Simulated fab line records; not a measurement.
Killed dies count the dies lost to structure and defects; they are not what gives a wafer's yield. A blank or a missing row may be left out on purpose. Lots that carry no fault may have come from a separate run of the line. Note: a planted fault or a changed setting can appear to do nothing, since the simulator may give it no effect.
Split-lot experiment || flow sky130 || on a route of 708 steps: 5 lots, 23 wafers read

== ABOUT THE SPLIT ==
At SKY_FIELD_ISO_EXPOSE_10 (exposes mask FOM, target cd 150 nm), the setting doseMj was moved away from the recipe's 28 on 6 of the 23 wafers read, by +3.2% to +6.0%. All remaining wafers had this setting at the recipe value.

== FROM THE SPLIT TO THE READING: what the file shows between them, 2 steps ==
- SKY_FIELD_ISO_PEB_11
- SKY_FIELD_ISO_DEVELOP_12: develop time 60 s

== THE READING ==
cdNm, in nm, at SKY_FIELD_ISO_CD_MEAS_13 (target cd 150 nm). Fault-free wafers of this fab line usually give 150.0 nm, standard deviation 1.4 nm.

{"wafer": "L074.1", "tool, chamber at the split": "krfScanner-01, 0", "doseMj as run": 28.9, "against the recipe": "+3.2%", "cdNm, nm": 144.8, "against lot-mates on the recipe": -6.7}
{"wafer": "L074.3", "tool, chamber at the split": "krfScanner-01, 0", "doseMj as run": 28, "against the recipe": "recipe", "cdNm, nm": 151.7, "against lot-mates on the recipe": "-"}
{"wafer": "L074.4", "tool, chamber at the split": "krfScanner-01, 0", "doseMj as run": 28, "against the recipe": "recipe", "cdNm, nm": 152.8, "against lot-mates on the recipe": "-"}
{"wafer": "L074.5", "tool, chamber at the split": "krfScanner-01, 0", "doseMj as run": 28.9, "against the recipe": "+3.2%", "cdNm, nm": 145.6, "against lot-mates on the recipe": -5.9}
{"wafer": "L074.6", "tool, chamber at the split": "krfScanner-01, 0", "doseMj as run": 28, "against the recipe": "recipe", "cdNm, nm": 150.1, "against lot-mates on the recipe": "-"}
{"wafer": "L075.1", "tool, chamber at the split": "krfScanner-01, 0", "doseMj as run": 28, "against the recipe": "recipe", "cdNm, nm": 150.9, "against lot-mates on the recipe": "-"}
{"wafer": "L075.3", "tool, chamber at the split": "krfScanner-01, 0", "doseMj as run": 28, "against the recipe": "recipe", "cdNm, nm": 149.0, "against lot-mates on the recipe": "-"}
{"wafer": "L075.4", "tool, chamber at the split": "krfScanner-01, 0", "doseMj as run": 28, "against the recipe": "recipe", "cdNm, nm": 149.2, "against lot-mates on the recipe": "-"}
{"wafer": "L079.1", "tool, chamber at the split": "krfScanner-01, 0", "doseMj as run": 28, "against the recipe": "recipe", "cdNm, nm": 150.0, "against lot-mates on the recipe": "-"}
{"wafer": "L079.2", "tool, chamber at the split": "krfScanner-01, 0", "doseMj as run": 29.44, "against the recipe": "+5.1%", "cdNm, nm": 142.0, "against lot-mates on the recipe": -9.4}
{"wafer": "L079.4", "tool, chamber at the split": "krfScanner-01, 0", "doseMj as run": 29.44, "against the recipe": "+5.1%", "cdNm, nm": 139.7, "against lot-mates on the recipe": -11.7}
{"wafer": "L079.5", "tool, chamber at the split": "krfScanner-01, 0", "doseMj as run": 28, "against the recipe": "recipe", "cdNm, nm": 151.0, "against lot-mates on the recipe": "-"}
{"wafer": "L079.6", "tool, chamber at the split": "krfScanner-01, 0", "doseMj as run": 28, "against the recipe": "recipe", "cdNm, nm": 153.2, "against lot-mates on the recipe": "-"}
{"wafer": "L082.2", "tool, chamber at the split": "krfScanner-01, 0", "doseMj as run": 28, "against the recipe": "recipe", "cdNm, nm": 150.7, "against lot-mates on the recipe": "-"}
{"wafer": "L082.3", "tool, chamber at the split": "krfScanner-01, 0", "doseMj as run": 28, "against the recipe": "recipe", "cdNm, nm": 149.0, "against lot-mates on the recipe": "-"}
{"wafer": "L082.4", "tool, chamber at the split": "krfScanner-01, 0", "doseMj as run": 28, "against the recipe": "recipe", "cdNm, nm": 149.4, "against lot-mates on the recipe": "-"}
{"wafer": "L082.5", "tool, chamber at the split": "krfScanner-01, 0", "doseMj as run": 28, "against the recipe": "recipe", "cdNm, nm": 149.2, "against lot-mates on the recipe": "-"}
{"wafer": "L082.6", "tool, chamber at the split": "krfScanner-01, 0", "doseMj as run": 28, "against the recipe": "recipe", "cdNm, nm": 148.6, "against lot-mates on the recipe": "-"}
{"wafer": "L084.1", "tool, chamber at the split": "krfScanner-01, 0", "doseMj as run": 28, "against the recipe": "recipe", "cdNm, nm": 150.1, "against lot-mates on the recipe": "-"}
{"wafer": "L084.2", "tool, chamber at the split": "krfScanner-01, 0", "doseMj as run": 29.68, "against the recipe": "+6.0%", "cdNm, nm": 137.0, "against lot-mates on the recipe": -12.0}
{"wafer": "L084.3", "tool, chamber at the split": "krfScanner-01, 0", "doseMj as run": 29.68, "against the recipe": "+6.0%", "cdNm, nm": 138.8, "against lot-mates on the recipe": -10.2}
{"wafer": "L084.5", "tool, chamber at the split": "krfScanner-01, 0", "doseMj as run": 28, "against the recipe": "recipe", "cdNm, nm": 148.0, "against lot-mates on the recipe": "-"}
{"wafer": "L084.6", "tool, chamber at the split": "krfScanner-01, 0", "doseMj as run": 28, "against the recipe": "recipe", "cdNm, nm": 149.0, "against lot-mates on the recipe": "-"}

THE FIT
A straight line over all 23 wafers: cdNm changes by -1.89 nm for each +1% of doseMj; r = -0.95; the points scatter about the line by 1.4 nm.
The same after taking each lot's own level away (the mean of its wafers on the recipe; 23 wafers): -1.94 nm for each +1%; r = -0.97; scatter 1 nm.
That fit puts the effect of the largest move of doseMj on the reading at 12 nm.
The lots' own levels span 149.03 to 151.53 nm, that is 1.8 times the standard deviation above.
Hence the lot-to-lot level has little effect on the slope; both slopes agree.
Check: for one of the wafers moved furthest among these (+6.0%), held out of the fit, the line's prediction against its lot-mates is -11.5 nm. Against them it came out at -12 nm.

== OTHER SPLITS APPLIED TO THESE WAFERS ==
Note: prior to the reading, these wafers also went through further splits. Each is held against what the fit with the lots' levels taken away leaves over:
{"other split on the same wafers": "SKY_FIELD_ISO_OXIDATION_01 tempC", "wafers away from the commonest value": 15, "r with cdNm (lot level and that fit taken away)": -0.11}

== THE WHOLE CHAIN: every reading that the file lists as answering this split, in the file's order ==
{"step": "SKY_FIELD_ISO_CD_MEAS_13", "what it does": "target cd 150 nm", "reading": "cdNm", "change (the file's fit)": "-1.94 nm for each +1% of the setting", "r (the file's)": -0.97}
{"step": "SKY_FIELD_ISO_ETCH_14", "what it does": "etches BARC in N2/H2, stops on SiO2, time 45.9 s, target depth 60 nm", "reading": "FIELD_ISO.cdNm (the simulator's own value, which no gauge read)", "change (the file's fit)": "-2.04 nm for each +1% of the setting", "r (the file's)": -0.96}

== FILE'S OWN FIT ==
cdNm changes by -1.94 nm for each +1% of doseMj, r = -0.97.
